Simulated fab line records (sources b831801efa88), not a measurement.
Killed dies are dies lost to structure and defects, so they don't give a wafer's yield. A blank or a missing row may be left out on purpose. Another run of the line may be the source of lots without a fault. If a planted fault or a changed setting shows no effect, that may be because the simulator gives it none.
Matching of chambers    flow sky130    4 sister chambers for SKY_CONTACT_CMP_04 on cmp-02
The step polishes SiO2. 16 wafers are shown with their chamber, then 8 later ones without.

## WAFERS WITH THEIR CHAMBER
wafer   chamber  motor_current_A (A)  time_to_endpoint_s (s)
L348.1  1        11.5                 83
L348.3  3        14.7                 84
L348.5  1        11.7                 87
L352.1  2        14.1                 88
L352.3  1        11.9                 81
L352.6  0        11.1                 87
L353.1  3        16.4                 76
L353.3  0        11.5                 81
L353.4  2        14.2                 79
L355.4  0        12.0                 85
L355.5  1        11.4                 76
L355.6  2        13.9                 78
L356.1  1        11.4                 80
L356.2  2        14.2                 82
L356.4  3        15.8                 81
L359.2  3        15.3                 77

SIGNATURES (means of the wafers above)
reading             chamber 0  chamber 1  chamber 2  chamber 3  scatter within a chamber
motor_current_A     11.533     11.580     14.100     15.550     0.431
time_to_endpoint_s  84.33      81.40      81.75      79.50      3.93
Rule: for a wafer and a chamber, the distance is found by dividing, reading by reading, the gap between the wafer's reading and the chamber's mean by the reading's scatter, squaring, summing and taking the root. The wafer belongs to the nearest chamber; if the next one is less than 2 further off, it can't be placed. The scatter is the square root of a quotient: the sum, over the shown wafers, of each reading's squared deviation from its chamber's mean, divided by wafers minus chambers.

## WAFERS WHOSE CHAMBER IS MISSING
wafer   motor_current_A (A)  time_to_endpoint_s (s)
L359.3  11.9                 78
L359.4  11.8                 79
L367.2  10.9                 75
L367.3  15.7                 78
L367.4  14.0                 75
L369.2  11.8                 76
L369.4  11.2                 78
L369.6  14.0                 76

## EACH ONE'S CHAMBER
wafer   from the rows above      in truth
L359.3  can't be placed: 1 or 0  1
L359.4  can't be placed: 1 or 0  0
L367.2  can't be placed: 1 or 0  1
L367.3  3                        3
L367.4  2                        2
L369.2  can't be placed: 1 or 0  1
L369.4  can't be placed: 1 or 0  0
L369.6  2                        2
Correctly placed: 3 of 8. Can't be placed from these rows: 5 (the true chamber is among the candidates in 5). 0 placed wrongly.
